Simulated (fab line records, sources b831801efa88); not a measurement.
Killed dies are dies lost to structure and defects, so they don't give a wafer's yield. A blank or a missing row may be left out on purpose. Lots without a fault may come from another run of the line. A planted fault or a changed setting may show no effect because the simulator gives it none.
Which tool did it? | flow gf180mcu | 11 lots, 33 wafers sampled, at 5 steps of a route of 602

WHAT THE GAUGES READ, wafer by wafer
GF_M4_OVL_MEAS_15. Usual: M4_OVL 7 nm, standard deviation 5.3.
lot  | measured     | on         | M4_OVL (nm) | flag
L112 | day 23 11:10 | overlay-01 | 9 12 16     |
L114 | day 24 03:16 | overlay-01 | 14 13 13    |
L116 | day 24 14:31 | overlay-01 | 12 6 11     |
L118 | day 25 07:05 | overlay-02 | 12 7 6      |
L120 | day 26 01:23 | overlay-01 | 8 6 5       |
L127 | day 28 14:09 | overlay-02 | 17 12 8     |
L128 | day 28 18:50 | overlay-02 | 4 -3 5      |
L133 | day 29 23:45 | overlay-01 | 17 13 8     |
L132 | day 30 00:35 | overlay-02 | 2 4 4       |
L134 | day 30 09:40 | overlay-01 | -1 4 -1     |
L135 | day 30 16:23 | overlay-02 | 8 8 5       |

GF_V5_THK_MEAS_03. Usual: V5_CVD_02_THK 1452 nm, standard deviation 18.
lot  | measured     | on            | V5_CVD_02_THK (nm) | flag
L112 | day 26 09:04 | film_metro-03 | 1442 1452 1449     |
L114 | day 27 00:40 | film_metro-03 | 1439 1450 1468     |
L116 | day 27 12:02 | film_metro-03 | 1438 1439 1463     |
L118 | day 28 02:47 | film_metro-03 | 1407 1463 1445     |
L120 | day 28 21:05 | film_metro-01 | 1457 1450 1443     |
L133 | day 32 08:41 | film_metro-03 | 1451 1454 1470     |
L132 | day 32 10:05 | film_metro-03 | 1438 1468 1462     |
L134 | day 32 18:36 | film_metro-03 | 1446 1445 1445     |
L135 | day 33 00:27 | film_metro-04 | 1437 1463 1467     |

WHICH TOOL RAN EACH LOT (tool, then ch and the chambers of the sampled wafers, then the start)
lot  | GF_M4_SPUTTER_02             | GF_MIM_METAL_ETCH_19              | GF_MIM_STRIP_20
L112 | pvd_sputter-04, day 22 12:26 | rie_metal-01 ch 1, day 25 10:16   | plasma_asher-04 ch 0,1, day 25 10:22
L114 | pvd_sputter-04, day 23 04:41 | rie_metal-04 ch 0,1, day 26 01:38 | plasma_asher-02 ch 0,1, day 26 01:42
L116 | pvd_sputter-04, day 23 15:47 | rie_metal-03 ch 0,1, day 26 13:07 | plasma_asher-04 ch 0,1, day 26 13:11
L118 | pvd_sputter-04, day 24 08:45 | rie_metal-01 ch 0,1, day 27 04:59 | plasma_asher-04 ch 0,1, day 27 05:03
L120 | pvd_sputter-02, day 25 03:08 | rie_metal-01 ch 0,1, day 27 23:29 | plasma_asher-02 ch 0,1, day 27 23:33
L127 | pvd_sputter-04, day 27 18:31 | rie_metal-03 ch 0,1, day 30 06:47 | plasma_asher-02 ch 0,1, day 30 06:51
L128 | pvd_sputter-04, day 27 22:37 | rie_metal-03 ch 0,1, day 30 11:33 | plasma_asher-02 ch 0,1, day 30 11:38
L133 | pvd_sputter-04, day 29 05:03 | rie_metal-04 ch 0,1, day 31 14:17 | plasma_asher-02 ch 0, day 31 14:21
L132 | pvd_sputter-01, day 29 05:23 | rie_metal-01 ch 0,1, day 31 15:35 | plasma_asher-04 ch 1, day 31 15:39
L134 | pvd_sputter-04, day 29 15:39 | rie_metal-03 ch 0,1, day 32 00:11 | plasma_asher-03 ch 0,1, day 32 00:16
L135 | pvd_sputter-01, day 29 21:19 | rie_metal-04 ch 0,1, day 32 06:41 | plasma_asher-04 ch 0,1, day 32 06:45
- GF_M4_SPUTTER_02: material AlCu, target thk 450 nm, time 23.9 s.
- GF_MIM_METAL_ETCH_19: etches the open film in Cl2/BCl3, stops on Si3N4, target depth 324.5 nm, time 54.1 s.
- GF_MIM_STRIP_20: strips in O2/N2.

WHAT THE TOOLS THEMSELVES READ (means of the sampled wafers that have a number; where no wafer has one, the mark that the record gives instead)
GF_M4_SPUTTER_02. Usual: throttle_valve_pct 30.2 %, standard deviation 0.91.
lot  | tool           | throttle_valve_pct (%) | flag
L112 | pvd_sputter-04 | 30.5                   |
L114 | pvd_sputter-04 | 30.5                   |
L116 | pvd_sputter-04 | 29.6                   |
L118 | pvd_sputter-04 | 29.3                   |
L120 | pvd_sputter-02 | 28.7                   |
L127 | pvd_sputter-04 | 30.3                   |
L128 | pvd_sputter-04 | 29.9                   |
L133 | pvd_sputter-04 | 30.5                   |
L132 | pvd_sputter-01 | 30.6                   |
L134 | pvd_sputter-04 | 30.7                   |
L135 | pvd_sputter-01 | 30.3                   |

GF_MIM_METAL_ETCH_19. Usual: bcl3_flow_sccm 39.98 sccm, standard deviation 0.12; bias_w 140.0 W, standard deviation 0.35; drypump_motor_current_A 5.48 A, standard deviation 0.27; he_backside_leak_sccm 3.25 sccm, standard deviation 0.27; oes_product_au 0.947 a.u., standard deviation 0.0072; throttle_valve_pct 28.280 %, standard deviation 0.0095.
lot  | tool         | bcl3_flow_sccm (sccm) | bias_w (W) | drypump_motor_current_A (A) | he_backside_leak_sccm (sccm) | oes_product_au (a.u.) | throttle_valve_pct (%) | flag
L112 | rie_metal-01 | 40.04                 | 140.3      | 5.56                        | 3.36                         | 0.944                 | 28.283                 |
L114 | rie_metal-04 | 40.02                 | 140.2      | 5.29                        | 3.08                         | 0.940                 | 28.284                 |
L116 | rie_metal-03 | 39.97                 | 140.0      | 5.23                        | 3.25                         | 0.946                 | 28.286                 |
L118 | rie_metal-01 | 39.88                 | 140.2      | 5.71                        | 3.42                         | 0.949                 | 28.279                 |
L120 | rie_metal-01 | 39.81                 | 140.0      | 5.83                        | 3.19                         | 0.946                 | 28.269                 |
L127 | rie_metal-03 | -                     | -          | -                           | -                            | -                     | -                      | OFF
L128 | rie_metal-03 | -                     | -          | -                           | -                            | -                     | -                      | OFF
L133 | rie_metal-04 | 39.96                 | 139.9      | 5.36                        | 3.10                         | 0.949                 | 28.282                 |
L132 | rie_metal-01 | 40.09                 | 140.1      | 5.81                        | 3.35                         | 0.946                 | 28.283                 |
L134 | rie_metal-03 | 40.20                 | 140.0      | 5.38                        | 3.11                         | 0.953                 | 28.271                 |
L135 | rie_metal-04 | 39.90                 | 139.8      | 5.29                        | 3.23                         | 0.942                 | 28.294                 |

GF_MIM_STRIP_20. Usual: drypump_motor_current_A 5.81 A, standard deviation 0.16; heater_power_w 336 W, standard deviation 35; oes_product_au 0.692 a.u., standard deviation 0.0043; strip_time_to_endpoint_s 11.23 s, standard deviation 0.032.
lot  | tool            | drypump_motor_current_A (A) | heater_power_w (W) | oes_product_au (a.u.) | strip_time_to_endpoint_s (s) | flag
L112 | plasma_asher-04 | 5.96                        | 334                | 0.695                 | 11.25                        |
L114 | plasma_asher-02 | 5.64                        | 309                | 0.696                 | 11.26                        |
L116 | plasma_asher-04 | 6.01                        | 337                | 0.690                 | 11.17                        |
L118 | plasma_asher-04 | 5.96                        | 337                | 0.696                 | 11.27                        |
L120 | plasma_asher-02 | 5.65                        | 305                | 0.691                 | 11.21                        |
L127 | plasma_asher-02 | 5.74                        | 299                | 0.715                 | 12.65                        | OFF
L128 | plasma_asher-02 | 5.76                        | 297                | 0.716                 | 12.63                        | OFF
L133 | plasma_asher-02 | 5.57                        | 318                | 0.692                 | 11.21                        |
L132 | plasma_asher-04 | 6.08                        | 352                | 0.692                 | 11.26                        |
L134 | plasma_asher-03 | 5.77                        | 379                | 0.691                 | 11.18                        |
L135 | plasma_asher-04 | 5.94                        | 337                | 0.693                 | 11.23                        |

THE ANSWER, worked out from the rows above alone
Rule: a lot is off if the mean of its wafers that have a number lies more than 3 standard deviations from the usual mean. A lot without any number at a reading at which 4 lots or more have one is off too. The other lots that the step has rows for count as sound. The gauges are gone through in route order, then the tools' own readings, and for those a lot's mean is taken as printed above. The first step at which some lot is off is used, and at that step the reading that is off furthest; a lot without a number counts as furthest.
Off: L127, L128, at GF_MIM_METAL_ETCH_19 (bcl3_flow_sccm). Without a number there: L127, L128.
A tool fits if, at that step or a process step before it, it ran every lot that is off, and no sound lot after the first of them. None of those tried fits.

WHAT THE SIMULATOR HAD PUT IN
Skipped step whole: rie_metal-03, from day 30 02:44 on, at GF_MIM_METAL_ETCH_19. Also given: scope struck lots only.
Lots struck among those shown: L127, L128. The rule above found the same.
